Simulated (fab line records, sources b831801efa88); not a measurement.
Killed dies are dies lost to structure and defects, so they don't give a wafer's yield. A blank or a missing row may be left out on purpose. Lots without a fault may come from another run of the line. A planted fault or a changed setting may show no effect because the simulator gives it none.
One fault seen from 2 desks | flow gf180mcu | each desk has only its own numbers; what lay behind them comes last

THE TOOL OWNER'S DESK: pvd_sputter-04
The tool's own readings at GF_M4_SPUTTER_04 (material TiN, target thk 50 nm, time 41.7 s): means of the sampled wafers that have a number, for each lot that ran on this tool. A lot is out of limits, marked OUT, if its mean lies more than 4 standard deviations from the usual mean; the brackets give that distance.
Columns: A = cathode_dc_power_W at GF_M4_SPUTTER_04, usual 6499.9 W; B = chamber_pressure_pa at GF_M4_SPUTTER_04, usual 0.4000 Pa; C = throttle_valve_pct at GF_M4_SPUTTER_04, usual 29.4 %
lot  | first seen here | A      | B                        | C
L453 | day 22 16:47    | 6499.7 | 0.4005                   | 29.6
L454 | day 23 03:14    | 6501.0 | 0.3992                   | 29.7
L472 | day 28 22:49    | 6500.3 | 0.5446 (+99 or more) OUT | 25.4 (-4.7) OUT
L473 | day 29 00:30    | 6500.2 | 0.5436 (+99 or more) OUT | 25.4 (-4.8) OUT
This desk's finding: out of limits on L472, L473; first on L472, day 28 22:49 (chamber_pressure_pa at GF_M4_SPUTTER_04). In limits: L453, L454.

THE METROLOGY DESK
What the gauges read, lot by lot, whatever tool the lot ran on: means of the sampled wafers that have a number. A lot is out of limits, marked OUT, if its mean lies more than 4 standard deviations from the usual mean; the brackets give that distance.
Columns: A = V3_CVD_00_THK at GF_V3_THK_MEAS_01, usual 601 nm
lot  | first seen here | A
L452 | day 21 04:52    | 598
L453 | day 21 15:09    | 603
L454 | day 22 01:30    | 597
L457 | day 23 06:31    | 595
L458 | day 23 12:05    | 602
L459 | day 23 21:55    | 601
L460 | day 24 13:48    | 592
L461 | day 24 17:14    | 595
L462 | day 25 02:10    | 597
L463 | day 25 13:17    | 590
L472 | day 28 02:26    | 610
L473 | day 28 03:28    | 608
This desk's finding: nothing out of limits on any of the 12 lots.

PUT TOGETHER
The tool owner's desk could have raised an alarm at day 28 22:49, on L472, L473.
The metrology desk saw nothing out of limits.
The metrology desk has L472, L473 on record, within its limits.
Of the lots named, all ran GF_M4_SPUTTER_04 on pvd_sputter-04.

WHAT THE SIMULATOR HAD PUT IN
Process parameter drift: pvd_sputter-04, from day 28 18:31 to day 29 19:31, at GF_M4_SPUTTER_04. Setting chamber_pressure_pa, moved by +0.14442, from 0.4. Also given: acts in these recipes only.
Lots struck among those shown: L472, L473.
Hours from the fault's start to each desk's first reading out of limits: the tool owner's desk, 4.
